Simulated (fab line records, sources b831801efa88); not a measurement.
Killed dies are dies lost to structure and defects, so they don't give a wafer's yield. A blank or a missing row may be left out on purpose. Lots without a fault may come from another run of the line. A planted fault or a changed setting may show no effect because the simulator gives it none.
Tool commonality check | flow sky130 | 11 lots, 39 wafers sampled

WHY IT WAS OPENED
At SKY_NWELL_RS_MEAS_31 the reading PWDE_RS is flagged on 2 of 11 lots. Wafers without a fault read 5283 ohm/sq, standard deviation 20.
Rule: a lot is flagged when every wafer of it that has a number lies more than 4 standard deviations from that mean, or none has a number. The other lots count as sound.

lot  | measured     | on            | PWDE_RS (ohm/sq), wafer by wafer | flag
L425 | day 5 20:34  | film_metro-01 | 5279 5285 5277                   |
L426 | day 6 01:31  | film_metro-02 | 5277 5282 5277                   |
L428 | day 6 15:14  | film_metro-01 | 5304 5292 5304                   |
L429 | day 6 20:04  | film_metro-01 | 5296 5312 5319                   |
L434 | day 8 01:35  | film_metro-04 | 5251 5240 5242                   |
L436 | day 8 08:56  | film_metro-01 | 5271 5270 5251                   |
L437 | day 8 21:41  | film_metro-01 | 5004 5012 5023 5014 5011 5009    | FLAGGED
L438 | day 9 03:34  | film_metro-02 | 5001 5001 5001 5002 5004 5000    | FLAGGED
L442 | day 10 09:40 | film_metro-01 | 5270 5265 5279                   |
L445 | day 10 21:25 | film_metro-02 | 5271 5268 5268                   |
L446 | day 11 11:19 | film_metro-04 | 5309 5275 5284                   |
The numbers of the flagged lots are 5007 ohm/sq on average: -276 ohm/sq against the usual, or -14 standard deviations.

WHICH TOOL RAN EACH LOT
The record holds 3 process steps before the reading, out of a route of 708 steps. In each cell: the tool, then ch and the chambers that the sampled wafers went through, then the start.
lot  | flag    | SKY_PWDE_IMPLANT_08            | SKY_PWDE_STRIP_09                   | SKY_NWELL_RTA_28
L425 |         | implanter-03 ch 0, day 4 07:58 | plasma_asher-04 ch 0,1, day 4 08:06 | rtp_anneal-02 ch 0, day 5 20:13
L426 |         | implanter-03 ch 0, day 4 13:07 | plasma_asher-02 ch 0,1, day 4 13:16 | rtp_anneal-02 ch 0, day 6 01:11
L428 |         | implanter-02 ch 0, day 5 02:49 | plasma_asher-04 ch 0,1, day 5 02:57 | rtp_anneal-02 ch 0, day 6 14:53
L429 |         | implanter-02 ch 0, day 5 06:44 | plasma_asher-04 ch 0,1, day 5 06:52 | rtp_anneal-01 ch 0, day 6 19:43
L434 |         | implanter-03 ch 0, day 6 10:22 | plasma_asher-04 ch 0,1, day 6 10:29 | rtp_anneal-02 ch 0, day 8 01:15
L436 |         | implanter-03 ch 0, day 6 16:26 | plasma_asher-04 ch 0,1, day 6 16:35 | rtp_anneal-02 ch 0, day 8 08:36
L437 | FLAGGED | implanter-03 ch 0, day 7 04:17 | plasma_asher-01 ch 0,1, day 7 04:26 | rtp_anneal-02 ch 0, day 8 21:20
L438 | FLAGGED | implanter-03 ch 0, day 7 09:08 | plasma_asher-01 ch 0,1, day 7 09:17 | rtp_anneal-02 ch 0, day 9 03:14
L442 |         | implanter-02 ch 0, day 8 13:47 | plasma_asher-02 ch 0,1, day 8 13:54 | rtp_anneal-01 ch 0, day 10 09:19
L445 |         | implanter-01 ch 0, day 9 00:02 | plasma_asher-02 ch 0,1, day 9 00:10 | rtp_anneal-02 ch 0, day 10 21:04
L446 |         | implanter-02 ch 0, day 9 12:40 | plasma_asher-01 ch 0,1, day 9 12:48 | rtp_anneal-01 ch 0, day 11 10:58
What these steps do:
- SKY_PWDE_IMPLANT_08
- SKY_PWDE_STRIP_09: strips in O2/N2.
- SKY_NWELL_RTA_28: time 30 s.
- SKY_NWELL_RS_MEAS_31: measures by four-point-probe.

FLAGGED OVER TOTAL, TOOL BY TOOL (the gauges that took the reading come last)
step                 | tool            | lots run | flagged | share of the flagged lots | sound lots run after its first flagged lot
SKY_PWDE_IMPLANT_08  | implanter-01    | 1        | 0       | none                      | -
SKY_PWDE_IMPLANT_08  | implanter-02    | 4        | 0       | none                      | -
SKY_PWDE_IMPLANT_08  | implanter-03    | 6        | 2       | all                       | 0
SKY_PWDE_STRIP_09    | plasma_asher-01 | 3        | 2       | all                       | 1 (L446)
SKY_PWDE_STRIP_09    | plasma_asher-02 | 3        | 0       | none                      | -
SKY_PWDE_STRIP_09    | plasma_asher-04 | 5        | 0       | none                      | -
SKY_NWELL_RTA_28     | rtp_anneal-01   | 3        | 0       | none                      | -
SKY_NWELL_RTA_28     | rtp_anneal-02   | 8        | 2       | all                       | 1 (L445)
SKY_NWELL_RS_MEAS_31 | film_metro-01   | 6        | 1       | some                      | 1 (L442)
SKY_NWELL_RS_MEAS_31 | film_metro-02   | 3        | 1       | some                      | 1 (L445)
SKY_NWELL_RS_MEAS_31 | film_metro-04   | 2        | 0       | none                      | -

WHAT THE TABLE ALLOWS
3 rows of the table ran every flagged lot: implanter-03 at SKY_PWDE_IMPLANT_08, plasma_asher-01 at SKY_PWDE_STRIP_09, rtp_anneal-02 at SKY_NWELL_RTA_28.
- implanter-03 at SKY_PWDE_IMPLANT_08: 2 of its 6 lots flagged. Its last sound lot is L436 (day 6 16:26), its first flagged lot L437 (day 7 04:17): a fault that began between those two fits. Its own readings lie more than 4 standard deviations out on every wafer of the flagged lots: dose_ions_cm2.
- plasma_asher-01 at SKY_PWDE_STRIP_09: 2 of its 3 lots flagged. Sound lots ran on it after the first flagged one (L446), which a lasting fault on the whole tool wouldn't allow.
- rtp_anneal-02 at SKY_NWELL_RTA_28: 2 of its 8 lots flagged. Sound lots ran on it after the first flagged one (L445), which a lasting fault on the whole tool wouldn't allow.
One tool is left: implanter-03 at SKY_PWDE_IMPLANT_08.

WHAT THE SIMULATOR HAD PUT IN
Process parameter drift: implanter-03, from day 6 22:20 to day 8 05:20, at SKY_PWDE_IMPLANT_08. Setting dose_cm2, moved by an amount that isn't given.
Lots struck among those shown: L437, L438. The rule above found the same.
